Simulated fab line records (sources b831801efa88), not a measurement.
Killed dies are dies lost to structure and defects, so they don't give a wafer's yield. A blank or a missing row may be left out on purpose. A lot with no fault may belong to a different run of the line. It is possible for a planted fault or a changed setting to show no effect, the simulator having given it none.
Matching of chambers :: flow gf180mcu :: GF_V3_CMP_26 on cmp-02: 4 sister chambers
The step polishes, stops on SiO2, t overpolish 15 s, target thk 0 nm. 4 wafers are shown with their chamber, then 9 later ones without.

## WAFERS, EACH WITH ITS CHAMBER
wafer: L316.3
chamber: 1
motor-current-A (A): 9.1

wafer: L316.4
chamber: 0
motor-current-A (A): 11.9

wafer: L320.5
chamber: 2
motor-current-A (A): 13.3

wafer: L320.6
chamber: 3
motor-current-A (A): 12.3

## WAFERS WITHOUT THEIR CHAMBER
wafer: L322.1
motor-current-A (A): 13.3

wafer: L322.4
motor-current-A (A): 12.1

wafer: L322.6
motor-current-A (A): 13.2

wafer: L321.1
motor-current-A (A): 11.8

wafer: L321.4
motor-current-A (A): 9.0

wafer: L321.5
motor-current-A (A): 12.2

wafer: L324.2
motor-current-A (A): 12.9

wafer: L324.5
motor-current-A (A): 9.3

wafer: L324.6
motor-current-A (A): 13.1

## WHICH CHAMBER EACH ONE RAN IN
wafer: L322.1
from the rows above: 2
in truth: 2

wafer: L322.4
from the rows above: can't be placed: 0 or 3
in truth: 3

wafer: L322.6
from the rows above: 2
in truth: 2

wafer: L321.1
from the rows above: 0
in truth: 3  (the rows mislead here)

wafer: L321.4
from the rows above: 1
in truth: 1

wafer: L321.5
from the rows above: can't be placed: 3 or 0
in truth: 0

wafer: L324.2
from the rows above: can't be placed: 2 or 3
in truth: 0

wafer: L324.5
from the rows above: 1
in truth: 1

wafer: L324.6
from the rows above: 2
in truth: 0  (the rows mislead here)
Correct placement for 4 of the 9. These rows do not allow placing 3 (true chamber among the candidates in 2). Number placed wrongly: 2.
How it was worked out, from the rows above alone: a wafer's distance from a chamber is the root of the sum, over the readings, of the square of ((its reading less the chamber's mean) divided by the reading's scatter). If the next closest chamber is less than 2 further off than the closest, the wafer can't be placed; otherwise it belongs to the closest. A chamber's mean is the mean of its shown wafers. The scatter: root of mean squared gap, hidden wafer to nearest shown wafer, with one shown wafer a chamber.
